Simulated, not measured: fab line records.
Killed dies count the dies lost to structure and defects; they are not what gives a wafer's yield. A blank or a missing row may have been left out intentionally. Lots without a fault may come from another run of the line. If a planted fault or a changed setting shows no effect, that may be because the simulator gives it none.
Commonality check across tools	flow gf180mcu	Sampled: 14 lots, 42 wafers

THE REASON FOR OPENING IT
GF_TOP_METAL_RS_MEAS_05, reading TOP_METAL_ALCU_RS: flagged on 2 of 14 lots. No-fault wafers: 0.0329 ohm/sq, standard deviation 0.00038.
Rule: flag the lot when none of its wafers has a number, or when each of its wafers that has one lies beyond 4 standard deviations from that mean. The other lots count as sound.

lot	measured	on	TOP_METAL_ALCU_RS (ohm/sq), wafer by wafer	flag
L782	day 27 20:46	film metro-02	0.0333 0.0334 0.0334	
L783	day 28 02:42	film metro-04	0.0323 0.0326 0.0322	
L785	day 28 22:45	film metro-04	0.0334 0.0332 0.0331	
L786	day 29 14:01	film metro-02	0.0331 0.0332 0.0335	
L788	day 29 14:43	film metro-04	0.0331 0.0331 0.0331	
L789	day 30 00:52	film metro-04	0.0327 0.0326 0.0327	
L790	day 30 08:47	film metro-04	0.0325 0.0327 0.0325	
L793	day 31 05:37	film metro-01	0.0327 0.0327 0.0324	
L795	day 31 16:02	film metro-02	0.0322 0.0326 0.0327	
L797	day 32 08:05	film metro-01	0.0326 0.0329 0.0328	
L798	day 32 12:57	film metro-04	0.0327 0.0325 0.0327	
L799	day 32 17:16	film metro-04	0.0328 0.0334 0.0332	
L803	day 33 19:20	film metro-01	0.0362 0.0361 0.0362	FLAGGED
L805	day 34 00:40	film metro-01	0.0349 0.0353 0.0349	FLAGGED
Average over the flagged lots: 0.0356 ohm/sq; offset from the usual +0.0027 ohm/sq, equal to +7 standard deviations.

LOT BY LOT: THE TOOL USED
The record keeps 1 process step preceding the reading, out of 602 steps on the route. Read each cell as the tool, then ch plus the chambers that the sampled wafers visited, then the start.
lot	flag	GF_TOP_METAL_SPUTTER_02
L782		pvd sputter-03, day 27 20:40
L783		pvd sputter-01, day 28 02:37
L785		pvd sputter-03, day 28 22:38
L786		pvd sputter-03, day 29 13:52
L788		pvd sputter-02, day 29 14:34
L789		pvd sputter-02, day 30 00:45
L790		pvd sputter-01, day 30 08:41
L793		pvd sputter-03, day 31 05:28
L795		pvd sputter-03, day 31 15:55
L797		pvd sputter-01, day 32 07:59
L798		pvd sputter-01, day 32 12:50
L799		pvd sputter-03, day 32 17:10
L803	FLAGGED	pvd sputter-01, day 33 19:11
L805	FLAGGED	pvd sputter-01, day 34 00:34
What is done by these steps:
- GF_TOP_METAL_SPUTTER_02: material AlCu, target thk 900 nm, time 47.82 s.
- GF_TOP_METAL_RS_MEAS_05: measures by four-point-probe.

FLAGGED AGAINST TOTAL, ONE TOOL AT A TIME (gauges that did the reading follow at the end)
step	tool	lots run	flagged	share of the flagged lots	sound lots run after its first flagged lot
GF_TOP_METAL_SPUTTER_02	pvd sputter-01	6	2	all	0
GF_TOP_METAL_SPUTTER_02	pvd sputter-02	2	0	none	-
GF_TOP_METAL_SPUTTER_02	pvd sputter-03	6	0	none	-
GF_TOP_METAL_RS_MEAS_05	film metro-01	4	2	all	0
GF_TOP_METAL_RS_MEAS_05	film metro-02	3	0	none	-
GF_TOP_METAL_RS_MEAS_05	film metro-04	7	0	none	-

WHAT IS ALLOWED BY THE TABLE
pvd sputter-01 at GF_TOP_METAL_SPUTTER_02 and film metro-01 at GF_TOP_METAL_RS_MEAS_05 are the 2 rows of the table that ran each flagged lot.
- pvd sputter-01 at GF_TOP_METAL_SPUTTER_02: 2 of its 6 lots flagged. Its last sound lot is L798 (day 32 12:50), its first flagged lot L803 (day 33 19:11): a fault that began between those two fits. Its own readings lie more than 4 standard deviations out on every wafer of the flagged lots: cathode dc power W.
- film metro-01 at GF_TOP_METAL_RS_MEAS_05: 2 of its 4 lots flagged. Its last sound lot is L797 (day 32 08:05), its first flagged lot L803 (day 33 19:20): a fault that began between those two fits.
Counting lots can't tell these 2 tools apart, because each fits a fault that began at some hour. More lots, or a look at what each step does to the wafer, might.

WHAT THE SIMULATOR HAD PUT IN
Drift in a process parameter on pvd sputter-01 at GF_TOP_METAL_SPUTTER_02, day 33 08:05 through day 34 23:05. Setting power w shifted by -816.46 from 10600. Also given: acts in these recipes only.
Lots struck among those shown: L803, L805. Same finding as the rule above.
